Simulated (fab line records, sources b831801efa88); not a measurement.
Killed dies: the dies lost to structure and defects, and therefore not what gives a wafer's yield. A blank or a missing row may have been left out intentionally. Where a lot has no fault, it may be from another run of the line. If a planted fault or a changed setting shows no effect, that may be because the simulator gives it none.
fab line records ; flow sfq-line
record: lots: 6; wafers: 18; last-day: 91
route steps=325 shown R5@216 I5@228 C5@240 M6@251
lots that met no fault: taken from a fault-free run of the same line
start-h: start of the lot's first displayed wafer, in hours after the record's first day ; wait-h: time in hours since the lot's previous step ; " same as the row above ; L1.1+2: a single row standing in for several wafers ; - no value present, or no start provided ; * or withheld: withheld ; < > ~ a bound
route shown NAME@n: names a module that has steps shown in the file, with the first one's number in the route ; usual: mean/standard deviation of fault-free wafers ; same: alike in all rows ; chamber/n: place in a boat ; sites: each site's reading ; _std_site: the standard deviation of these ; _edge_site: inner sites' mean taken away from outer sites' mean ; radius-mm: for every site, how far away it sits from the centre of the wafer ; mask NAME#n: copy n ; behind: the last tool/chamber to shape the wafer ; hold: what put the lot on hold/how long, in hours/how the hold closed ; device: names the non-switching transistor (n, p or np) ; end of line: tests of these same wafers at the route's end ; where a step has no rows: the recipe by itself ; killed: not the wafer's yield, but the dies lost to structure and defects at the first sort ; map: the dies of a wafer, with x for killed, . for not killed, _ for no die there
set.NAME: the setting the step ran with; set.NAME@STEP: the setting that earlier step ran with ; model.NAME: the simulator's own value behind a step, which no gauge read
lots at selected steps of the route; one table per step, one row per wafer
services: a tool's chamber out of use, with start hour (start-h, from the record's first day; less than 0 if before it), hours out, and reason
== steps ==
step: SFQ_R5_THK_MEAS_934
recipe: thk-meas-gauge: xrf; reads: MoNx_of_TRILAYER_R5_DEP_SPUTTER_133
usual: R5_MONX_THK: 40.4/0.44
lot.wafer;tool;chamber;start-h;wait-h;R5_MONX_THK[nm]
L834.1;film-metro-03;-;1551.69;0.1;40.1
L834.2;film-metro-03;-;1551.69;0.1;40.2
L834.3;film-metro-03;-;1551.69;0.1;39.8
L835.3;film-metro-01;-;1563.65;0.1;40.7
L835.5;film-metro-01;-;1563.65;0.1;41.2
L835.6;film-metro-01;-;1563.65;0.1;41.2
L838.2;film-metro-04;-;1605.64;0.1;40.2
L838.4;film-metro-04;-;1605.64;0.1;40.5
L838.5;film-metro-04;-;1605.64;0.1;40.7
L843.1;film-metro-03;-;1621.63;0.1;40.6
L843.2;film-metro-03;-;1621.63;0.1;40.8
L843.4;film-metro-03;-;1621.63;0.1;40.7
L845.1;film-metro-03;-;1626.67;0.1;40.4
L845.5;film-metro-03;-;1626.67;0.1;40.3
L845.6;film-metro-03;-;1626.67;0.1;40.4
L852.2;film-metro-04;-;1677.88;0.1;39.9
L852.3;film-metro-04;-;1677.88;0.1;40.2
L852.5;film-metro-04;-;1677.88;0.1;40.2
step: SFQ_TRILAYER_R5_LITHO_COAT_141
recipe: resist: BARC; spin-rpm: 3000; resist-thk-nm: 62
step: SFQ_TRILAYER_R5_LITHO_COAT_136
recipe: resist: KrF; spin-rpm: 3000; resist-thk-nm: 600
step: SFQ_TRILAYER_R5_LITHO_SOFTBAKE_140
recipe: temp-c: withheld; time-s: withheld; resist: KrF
step: SFQ_TRILAYER_R5_LITHO_EXPOSE_137
recipe: mask-id: R5; na: 0.6; source-shape: conventional; sigma-outer: 0.65; target-cd-nm: 500; dose-mj: 14.4
step: SFQ_TRILAYER_R5_LITHO_PEB_139
recipe: peb-temp-c: 115; peb-time-s: 60; resist: KrF
step: SFQ_TRILAYER_R5_LITHO_DEVELOP_138
recipe: time-s: 60; resist: KrF
step: SFQ_R5_OVL_MEAS_935
usual: R5_OVL: -2/5.3
lot.wafer;tool;chamber;start-h;wait-h;R5_OVL[nm]
L834.1;overlay-01;-;1647.61;0.1;2
L834.2;overlay-01;-;1647.61;0.1;-2
L834.3;overlay-01;-;1647.61;0.1;3
L835.3;overlay-01;-;1663.22;0.1;-1
L835.5;overlay-01;-;1663.22;0.1;-2
L835.6;overlay-01;-;1663.22;0.1;1
L838.2;overlay-01;-;1711.05;0.1;-3
L838.4;overlay-01;-;1711.05;0.1;-2
L838.5;overlay-01;-;1711.05;0.1;-1
L843.1;overlay-01;-;1720.87;0.1;1
L843.2;overlay-01;-;1720.87;0.1;-14
L843.4;overlay-01;-;1720.87;0.1;-1
L845.1;overlay-01;-;1723.27;0.1;-2
L845.5;overlay-01;-;1723.27;0.1;-2
L845.6;overlay-01;-;1723.27;0.1;3
L852.2;overlay-01;-;1777.27;0.1;-2
L852.3;overlay-01;-;1777.27;0.1;-3
L852.5;overlay-01;-;1777.27;0.1;-1
step: SFQ_TRILAYER_R5_BARC_OPEN_METAL_ETCH_177
recipe: mask-material: PR; chemistry: O2; target-depth-nm: 125; target: BARC; icp-w: 600; bias-w: 80; pressure-mtorr: 10; time-s: 41.7
step: SFQ_TRILAYER_R5_ETCH_METAL_ETCH_139
recipe: stop-on: SiO2; mask-material: PR; chemistry: Cl2; target-depth-nm: 60; icp-w: 600; bias-w: 80; pressure-mtorr: 10; time-s: 40
usual: drypump-motor-current-A: 6.1/0.49; oes-product-au: 0.990/0.0053; rf-fwd-power-W: 594.8/2.1
lot.wafer;tool;chamber;start-h;wait-h;drypump-motor-current-A;oes-product-au;rf-fwd-power-W;rf-hours-counter-h
L834.1;rie-metal-01;0;1647.71;0.0;5.4;0.983;597.0;23
L834.2;rie-metal-01;1;1647.71;0.0;5.6;0.981;597.5;85
L834.3;rie-metal-01;0;1647.71;0.0;5.4;0.987;595.3;-
L835.3;rie-metal-04;1;1663.33;0.0;6.6;0.989;594.2;-
L835.5;rie-metal-04;1;1663.33;0.0;6.6;0.988;597.1;-
L835.6;rie-metal-04;0;1663.33;0.0;6.5;0.989;590.9;-
L838.2;rie-metal-01;1;1711.14;0.0;5.6;0.988;595.5;96
L838.4;rie-metal-01;0;1711.14;0.0;5.4;0.988;597.3;-
L838.5;rie-metal-01;1;1711.14;0.0;5.6;0.982;596.0;-
L843.1;rie-metal-04;1;1720.96;0.0;6.7;0.986;593.6;44
L843.2;rie-metal-04;0;1720.96;0.0;6.5;0.996;593.6;34
L843.4;rie-metal-04;1;1720.96;0.0;6.6;0.992;594.1;-
L845.1;rie-metal-03;0;1723.36;0.0;6.4;0.986;593.5;86
L845.5;rie-metal-03;0;1723.36;0.0;6.3;0.994;592.7;-
L845.6;rie-metal-03;1;1723.36;0.0;6.0;0.997;594.3;-
L852.2;rie-metal-03;0;1777.36;0.0;6.3;0.985;595.3;93
L852.3;rie-metal-03;0;1777.36;0.0;6.4;0.987;598.0;-
L852.5;rie-metal-03;0;1777.36;0.0;6.4;0.987;593.9;-
step: SFQ_TRILAYER_R5_STRIP_STRIP_140
recipe: gas: O2; power-w: 200; platen-temp-c: 40; overash-fraction: 0.65; chemistry: O2; pressure-mtorr: 50
step: SFQ_TRILAYER_R5_STRIP_SOLV_CLEAN_141
recipe: chemistry: NMP; temp-c: 70; time-s: 600
step: SFQ_TRILAYER_A5C_DEP_PECVD_142
recipe: material: SiO2; temp-c: 150; time-s: 15.556; pressure-torr: 2.4; rf-w: 183.3; precursor: SiH4/N2O; target-thk-nm: 70
usual: heater-power-w: 94/13; rf-fwd-power-W: 180.2/1.1; throttle-valve-pct: 24.6/1.3
lot.wafer;tool;chamber;start-h;wait-h;heater-power-w;rf-fwd-power-W;throttle-valve-pct;model.SiO2_of_TRILAYER_A5C_DEP_PECVD_142.thk-nm
L834.1;pecvd-03;2;1648.54;0.0;60;180.6;24.4;69.95
L834.2;pecvd-03;0;1648.54;0.0;103;180.4;26.5;69.13
L834.3;pecvd-03;1;1648.54;0.0;88;180.5;24.3;68.71
L835.3;pecvd-01;2;1664.14;0.0;104;180.6;25.4;67.64
L835.5;pecvd-01;0;1664.14;0.0;92;179.4;25.6;68.83
L835.6;pecvd-01;2;1664.14;0.0;104;180.8;25.2;69.32
L838.2;pecvd-03;2;1711.97;0.0;70;180.3;24.7;106.6
L838.4;pecvd-03;0;1711.97;0.0;100;179.4;27.0;71.1
L838.5;pecvd-03;2;1711.97;0.0;71;180.8;24.5;71.21
L843.1;pecvd-03;0;1721.79;0.0;96;179.3;27.0;69.98
L843.2;pecvd-03;0;1721.79;0.0;97;180.0;27.2;108.6
L843.4;pecvd-03;0;1721.79;0.0;97;180.4;27.2;71.38
L845.1;pecvd-01;2;1724.19;0.0;101;180.8;23.6;68.75
L845.5;pecvd-01;2;1724.19;0.0;99;181.0;23.4;70.36
L845.6;pecvd-01;0;1724.19;0.0;97;178.9;23.8;69.35
L852.2;pecvd-02;0;1778.19;0.0;96;181.2;23.6;69.06
L852.3;pecvd-02;1;1778.19;0.0;86;179.2;25.3;68.52
L852.5;pecvd-02;0;1778.19;0.0;98;182.6;23.9;69.17
step: SFQ_TRILAYER_I5_LITHO_COAT_149
recipe: resist: BARC; spin-rpm: 3000; resist-thk-nm: 62
step: SFQ_TRILAYER_I5_LITHO_COAT_144
recipe: resist: KrF; spin-rpm: 3000; resist-thk-nm: 650
step: SFQ_TRILAYER_I5_LITHO_SOFTBAKE_148
recipe: temp-c: withheld; time-s: withheld; resist: KrF
step: SFQ_TRILAYER_I5_LITHO_EXPOSE_145
recipe: mask-id: I5; na: 0.6; source-shape: conventional; sigma-outer: 0.65; target-cd-nm: 700; dose-mj: 21.3
step: SFQ_TRILAYER_I5_LITHO_PEB_147
recipe: peb-temp-c: 115; peb-time-s: 60; resist: KrF
step: SFQ_TRILAYER_I5_LITHO_DEVELOP_146
recipe: time-s: 60; resist: KrF
step: SFQ_I5_OVL_MEAS_936
usual: I5_OVL: 2/4.5
lot.wafer;tool;chamber;start-h;wait-h;I5_OVL[nm]
L834.1;overlay-02;-;1661.07;0.1;12
L834.2;overlay-02;-;1661.07;0.1;9
L834.3;overlay-02;-;1661.07;0.1;7
L835.3;overlay-02;-;1681.35;0.1;-2
L835.5;overlay-02;-;1681.35;0.1;-4
L835.6;overlay-02;-;1681.35;0.1;-3
L838.2;overlay-02;-;1717.15;0.1;-3
L838.4;overlay-02;-;1717.15;0.1;0
L838.5;overlay-02;-;1717.15;0.1;-3
L843.1;overlay-02;-;1728.36;0.1;-4
L843.2;overlay-02;-;1728.36;0.1;-5
L843.4;overlay-02;-;1728.36;0.1;-10
L845.1;overlay-02;-;1730.76;0.1;8
L845.5;overlay-02;-;1730.76;0.1;0
L845.6;overlay-02;-;1730.76;0.1;2
L852.2;overlay-02;-;1780.93;0.1;5
L852.3;overlay-02;-;1780.93;0.1;3
L852.5;overlay-02;-;1780.93;0.1;5
step: SFQ_TRILAYER_I5_BARC_OPEN_VIA_ETCH_200
recipe: mask-material: PR; chemistry: O2; target-depth-nm: 125; target: BARC; source-w: 500; bias-w: 80; pressure-mtorr: 30; time-s: 41.7
step: SFQ_TRILAYER_I5_ETCH_VIA_ETCH_147
recipe: stop-on: Nb; mask-material: PR; chemistry: CHF3; target-depth-nm: 360; source-w: 500; bias-w: 80; pressure-mtorr: 30; time-s: withheld
usual: drypump-motor-current-A: 5.6/0.4; oes-product-au: 0.989/0.0054; rf-fwd-power-W: 498.5/1.6
lot.wafer;tool;chamber;start-h;wait-h;drypump-motor-current-A;oes-product-au;rf-fwd-power-W
L834.1;rie-diel-03;0;1661.14;0.0;5.6;0.987;497.6
L834.2;rie-diel-03;3;1661.14;0.0;5.8;0.988;499.6
L834.3;rie-diel-03;2;1661.14;0.0;4.7;0.987;497.1
L835.3;rie-diel-04;2;1681.41;0.0;5.5;0.991;498.3
L835.5;rie-diel-04;1;1681.41;0.0;6.2;0.982;499.5
L835.6;rie-diel-04;2;1681.41;0.0;5.5;0.986;497.0
L838.2;rie-diel-01;1;1717.22;0.0;5.4;0.990;497.2
L838.4;rie-diel-01;3;1717.22;0.0;5.4;0.980;498.8
L838.5;rie-diel-01;1;1717.22;0.0;5.4;0.992;500.3
L843.1;rie-diel-04;2;1728.44;0.0;5.5;0.988;496.6
L843.2;rie-diel-04;3;1728.44;0.0;5.9;0.986;495.8
L843.4;rie-diel-04;1;1728.44;0.0;6.2;0.987;500.3
L845.1;rie-diel-03;3;1730.84;0.0;5.7;0.991;496.5
L845.5;rie-diel-03;2;1730.84;0.0;4.7;0.990;497.3
L845.6;rie-diel-03;1;1730.84;0.0;5.6;0.981;496.3
L852.2;rie-diel-03;0;1781.00;0.0;5.5;0.985;498.9
L852.3;rie-diel-03;2;1781.00;0.0;4.7;0.997;497.2
L852.5;rie-diel-03;1;1781.00;0.0;5.6;0.992;497.0
step: SFQ_TRILAYER_I5_STRIP_STRIP_148
recipe: gas: O2; power-w: 200; platen-temp-c: 40; overash-fraction: 0.65; chemistry: O2; pressure-mtorr: 50
usual: drypump-motor-current-A: 6.1/0.33; oes-product-au: 1.002/0.0083
lot.wafer;tool;chamber;start-h;wait-h;drypump-motor-current-A;oes-product-au;rf-hours-counter-h
L834.1;rie-metal-03;0;1661.29;-;6.4;0.995;76
L834.2;rie-metal-03;1;1661.29;-;6.0;0.995;69
L834.3;rie-metal-03;1;1661.29;-;6.1;1.002;-
L835.3;rie-metal-03;0;1681.76;-;6.4;1.018;-
L835.5;rie-metal-03;0;1681.76;-;6.4;1.005;-
L835.6;rie-metal-03;1;1681.76;-;6.0;0.999;-
L838.2;rie-metal-02;0;1717.37;-;6.1;0.996;95
L838.4;rie-metal-02;0;1717.37;-;6.0;0.988;-
L838.5;rie-metal-02;1;1717.37;-;5.6;1.004;-
L843.1;rie-metal-02;0;1728.59;-;6.1;0.996;96
L843.2;rie-metal-02;1;1728.59;-;5.6;0.999;45
L843.4;rie-metal-02;1;1728.59;-;5.6;0.996;-
L845.1;rie-metal-02;0;1730.99;-;6.1;0.998;97
L845.5;rie-metal-02;0;1730.99;-;6.1;1.002;-
L845.6;rie-metal-02;1;1730.99;-;5.6;1.002;-
L852.2;rie-metal-02;0;1781.15;-;6.1;0.995;101
L852.3;rie-metal-02;0;1781.15;-;6.0;0.990;-
L852.5;rie-metal-02;1;1781.15;-;5.6;1.011;-
step: SFQ_TRILAYER_I5_STRIP_SOLV_CLEAN_149
recipe: chemistry: NMP; temp-c: 70; time-s: 600
step: SFQ_TRILAYER_C5_LITHO_COAT_156
recipe: resist: BARC; spin-rpm: 3000; resist-thk-nm: 62
step: SFQ_TRILAYER_C5_LITHO_COAT_151
recipe: resist: KrF; spin-rpm: 3000; resist-thk-nm: 650
step: SFQ_TRILAYER_C5_LITHO_SOFTBAKE_155
recipe: temp-c: withheld; time-s: withheld; resist: KrF
step: SFQ_TRILAYER_C5_LITHO_EXPOSE_152
recipe: mask-id: C5; na: 0.6; source-shape: conventional; sigma-outer: 0.65; target-cd-nm: 500; dose-mj: 21.3
step: SFQ_TRILAYER_C5_LITHO_PEB_154
recipe: peb-temp-c: 115; peb-time-s: 60; resist: KrF
step: SFQ_TRILAYER_C5_LITHO_DEVELOP_153
recipe: time-s: 60; resist: KrF
step: SFQ_C5_OVL_MEAS_937
usual: C5_OVL: 0/5
lot.wafer;tool;chamber;start-h;wait-h;C5_OVL[nm]
L834.1;overlay-02;-;1755.67;0.1;-12
L834.2;overlay-02;-;1755.67;0.1;-10
L834.3;overlay-02;-;1755.67;0.1;-13
L835.3;overlay-01;-;1783.28;0.1;1
L835.5;overlay-01;-;1783.28;0.1;0
L835.6;overlay-01;-;1783.28;0.1;4
L838.2;overlay-02;-;1826.47;0.1;7
L838.4;overlay-02;-;1826.47;0.1;5
L838.5;overlay-02;-;1826.47;0.1;2
L843.1;overlay-01;-;1836.07;0.1;2
L843.2;overlay-01;-;1836.07;0.1;8
L843.4;overlay-01;-;1836.07;0.1;4
L845.1;overlay-01;-;1839.67;0.1;-3
L845.5;overlay-01;-;1839.67;0.1;-6
L845.6;overlay-01;-;1839.67;0.1;-7
L852.2;overlay-01;-;1881.34;0.1;-6
L852.3;overlay-01;-;1881.34;0.1;-1
L852.5;overlay-01;-;1881.34;0.1;-3
step: SFQ_TRILAYER_C5_BARC_OPEN_VIA_ETCH_210
recipe: mask-material: PR; chemistry: O2; target-depth-nm: 125; target: BARC; source-w: 500; bias-w: 80; pressure-mtorr: 30; time-s: 41.7
usual: drypump-motor-current-A: 5.7/0.41; oes-product-au: 0.685/0.0045; rf-fwd-power-W: 494.4/2
lot.wafer;tool;chamber;start-h;wait-h;drypump-motor-current-A;oes-product-au;rf-fwd-power-W;rf-hours-counter-h
L834.1;rie-diel-04;1;1755.70;0.0;6.2;0.693;495.2;21
L834.2;rie-diel-04;0;1755.70;0.0;5.4;0.680;493.8;11
L834.3;rie-diel-04;2;1755.70;0.0;5.5;0.686;490.3;16
L835.3;rie-diel-02;1;1783.30;0.0;5.2;0.691;496.1;17
L835.5;rie-diel-02;3;1783.30;0.0;6.2;0.688;495.9;-
L835.6;rie-diel-02;0;1783.30;0.0;5.9;0.689;496.4;-
L838.2;rie-diel-03;2;1826.50;0.0;4.7;0.685;494.7;4
L838.4;rie-diel-03;0;1826.50;0.0;5.5;0.684;491.9;1
L838.5;rie-diel-03;2;1826.50;0.0;4.7;0.682;496.5;-
L843.1;rie-diel-03;0;1836.10;0.0;5.6;0.684;491.5;1
L843.2;rie-diel-03;2;1836.10;0.0;4.7;0.679;495.6;4
L843.4;rie-diel-03;1;1836.10;0.0;5.6;0.692;492.1;13
L845.1;rie-diel-02;3;1839.70;0.0;6.2;0.678;496.7;14
L845.5;rie-diel-02;3;1839.70;0.0;6.2;0.679;495.8;-
L845.6;rie-diel-02;2;1839.70;0.0;5.9;0.684;496.9;-
L852.2;rie-diel-02;0;1881.37;0.0;6.0;0.690;493.9;4
L852.3;rie-diel-02;3;1881.37;0.0;6.3;0.691;493.7;15
L852.5;rie-diel-02;0;1881.37;0.0;5.9;0.690;496.0;-
step: SFQ_TRILAYER_C5_ETCH_VIA_ETCH_154
recipe: target: SiO2; mask-material: PR; chemistry: CHF3; target-depth-nm: 84; source-w: 500; bias-w: 80; pressure-mtorr: 30; time-s: withheld; stop-on: Nb
usual: drypump-motor-current-A: 5.7/0.4; oes-product-au: 0.893/0.0082; rf-fwd-power-W: 495.5/1.8
lot.wafer;tool;chamber;start-h;wait-h;drypump-motor-current-A;oes-product-au;rf-fwd-power-W;model.etch.depth-nm;model.C5.feature-depth-nm
L834.1;rie-diel-04;1;1755.74;0.0;6.2;0.893;494.0;69.95;69.95
L834.2;rie-diel-04;0;1755.74;0.0;5.4;0.891;494.4;69.13;69.13
L834.3;rie-diel-04;2;1755.74;0.0;5.5;0.891;492.6;68.71;68.71
L835.3;rie-diel-02;1;1783.34;0.0;5.2;0.882;496.5;67.64;67.64
L835.5;rie-diel-02;3;1783.34;0.0;6.2;0.890;495.3;68.83;68.83
L835.6;rie-diel-02;0;1783.34;0.0;5.9;0.899;495.5;69.32;69.32
L838.2;rie-diel-03;2;1826.54;0.0;4.7;1.000;495.6;83.68;83.68
L838.4;rie-diel-03;0;1826.54;0.0;5.6;0.896;495.0;71.1;71.1
L838.5;rie-diel-03;2;1826.54;0.0;4.7;0.899;498.4;71.21;71.21
L843.1;rie-diel-03;0;1836.14;0.0;5.6;0.891;495.7;69.98;69.98
L843.2;rie-diel-03;2;1836.14;0.0;4.7;0.997;496.3;84.22;84.22
L843.4;rie-diel-03;1;1836.14;0.0;5.6;0.909;493.4;71.38;71.38
L845.1;rie-diel-02;3;1839.74;0.0;6.2;0.874;496.7;68.75;68.75
L845.5;rie-diel-02;3;1839.74;0.0;6.2;0.891;497.1;70.36;70.36
L845.6;rie-diel-02;2;1839.74;0.0;5.9;0.894;499.6;69.35;69.35
L852.2;rie-diel-02;0;1881.41;0.0;6.0;0.887;495.9;69.06;69.06
L852.3;rie-diel-02;3;1881.41;0.0;6.2;0.876;496.9;68.52;68.52
L852.5;rie-diel-02;0;1881.41;0.0;6.0;0.880;495.6;69.17;69.17
step: SFQ_TRILAYER_C5_STRIP_STRIP_155
recipe: gas: O2; power-w: 200; platen-temp-c: 40; overash-fraction: 0.65; chemistry: O2; pressure-mtorr: 50
usual: drypump-motor-current-A: 5.9/0.46; oes-product-au: 0.997/0.0077
lot.wafer;tool;chamber;start-h;wait-h;drypump-motor-current-A;oes-product-au;rf-hours-counter-h
L834.1;rie-metal-01;1;1755.79;-;5.6;0.988;102
L834.2;rie-metal-01;0;1755.79;-;5.4;0.998;40
L834.3;rie-metal-01;0;1755.79;-;5.4;0.993;-
L835.3;rie-metal-04;0;1783.59;-;6.4;0.992;-
L835.5;rie-metal-04;0;1783.59;-;6.5;0.998;-
L835.6;rie-metal-04;1;1783.59;-;6.6;0.990;-
L838.2;rie-metal-02;0;1826.59;-;6.1;0.996;108
L838.4;rie-metal-02;0;1826.59;-;6.1;0.995;-
L838.5;rie-metal-02;0;1826.59;-;6.1;0.997;-
L843.1;rie-metal-02;0;1836.19;-;6.1;0.996;110
L843.2;rie-metal-02;1;1836.19;-;5.6;1.001;58
L843.4;rie-metal-02;0;1836.19;-;6.1;0.994;-
L845.1;rie-metal-04;1;1839.79;-;6.7;1.009;63
L845.5;rie-metal-04;0;1839.79;-;6.5;1.007;-
L845.6;rie-metal-04;1;1839.79;-;6.7;1.009;-
L852.2;rie-metal-02;0;1881.46;-;6.1;0.988;118
L852.3;rie-metal-02;0;1881.46;-;6.0;0.997;-
L852.5;rie-metal-02;1;1881.46;-;5.6;0.994;-
step: SFQ_TRILAYER_C5_STRIP_SOLV_CLEAN_156
recipe: chemistry: NMP; temp-c: 70; time-s: 600
step: SFQ_TRILAYER_M6_DEP_PRE_CLEAN_158
recipe: gas: Ar; time-s: 22.5; bias-v: 250
lot.wafer;tool;chamber;start-h;wait-h;model.SiO2_of_TRILAYER_A5C_DEP_PECVD_142.thk-nm
L834.1;pvd-sputter-03;-;1756.56;0.0;62.45
L834.2;pvd-sputter-03;-;1756.56;0.0;61.63
L834.3;pvd-sputter-03;-;1756.56;0.0;61.21
L835.3;pvd-sputter-06;-;1784.18;0.0;60.14
L835.5;pvd-sputter-06;-;1784.18;0.0;61.34
L835.6;pvd-sputter-06;-;1784.18;0.0;61.82
L838.2;pvd-sputter-04;-;1827.36;0.0;99.13
L838.4;pvd-sputter-04;-;1827.36;0.0;63.6
L838.5;pvd-sputter-04;-;1827.36;0.0;63.71
L843.1;pvd-sputter-06;-;1836.96;0.0;62.48
L843.2;pvd-sputter-06;-;1836.96;0.0;101.1
L843.4;pvd-sputter-06;-;1836.96;0.0;63.88
L845.1;pvd-sputter-04;-;1840.56;0.0;61.25
L845.5;pvd-sputter-04;-;1840.56;0.0;62.86
L845.6;pvd-sputter-04;-;1840.56;0.0;61.85
L852.2;pvd-sputter-04;-;1882.24;0.0;61.56
L852.3;pvd-sputter-04;-;1882.24;0.0;61.02
L852.5;pvd-sputter-04;-;1882.24;0.0;61.67
step: SFQ_TRILAYER_M6_DEP_SPUTTER_157
recipe: material: Nb; base-pressure-pa: 1.33e-06; chamber-pressure-pa: 0.1333; substrate-temp-c: 20; target-thk-nm: 200; power-w: 2000; time-s: 133.3
== services ==
tool;chamber;start-h;hours;kind
pecvd-01;1;1626.71;4.2;repair
pecvd-01;2;1635.32;5.9;repair
rie-diel-02;2;1652.98;13.4;repair
pecvd-03;-;1658.99;0.8;pm
rie-diel-02;3;1676.54;6.4;repair
rie-diel-03;1;1685.58;2.1;repair
pecvd-01;-;1686.25;14.0;pm
pecvd-01;-;1701.32;2.2;repair
rie-metal-01;-;1702.78;0.2;repair
pecvd-03;2;1712.30;10.2;repair
rie-diel-02;0;1714.11;6.5;repair
pecvd-03;1;1719.95;4.0;repair
rie-diel-02;0;1722.91;16.1;repair
rie-diel-02;1;1736.06;1.7;repair
rie-diel-04;3;1748.55;6.2;repair
rie-diel-03;3;1757.79;6.9;repair
pecvd-03;-;1758.51;28.1;pm
rie-diel-03;0;1788.05;6.0;repair
rie-diel-03;-;1789.89;0.4;repair
rie-diel-02;2;1793.02;4.3;repair
pecvd-03;2;1805.82;2.2;repair
rie-diel-02;-;1828.77;0.7;repair
rie-metal-01;0;1843.55;2.5;repair
rie-metal-04;-;1882.24;4.3;pm
== key ==
first-sign: step: SFQ_TRILAYER_C5_ETCH_VIA_ETCH_154; reading: oes-product-au; direction: up; sigmas: 13; usual: 0.893; struck: 0.998
effect none on later readings
model-effect: step: SFQ_TRILAYER_A5C_DEP_PECVD_142; value: SiO2_of_TRILAYER_A5C_DEP_PECVD_142.thk-nm; without: 70.07; struck: 107.6
model-effect: step: SFQ_TRILAYER_C5_ETCH_VIA_ETCH_154; value: etch.depth-nm; without: 70.07; struck: 83.95
model-effect: step: SFQ_TRILAYER_M6_DEP_PRE_CLEAN_158; value: SiO2_of_TRILAYER_A5C_DEP_PECVD_142.thk-nm; without: 62.57; struck: 100.1
met-at SFQ_TRILAYER_A5C_DEP_PECVD_142
struck-wafers L838.2,L843.2
onset-between 1648.54 1711.97
fault: kind: process-parameter-drift; tool: pecvd-03; chamber: -; onset-h: 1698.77; steps: SFQ_TRILAYER_A5C_DEP_PECVD_142; channel: target-thk-nm; offset: 37.642; shape: step; end-h: 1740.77; scope: struck-wafers-only; acts-in: these-recipes-only; stated: 70
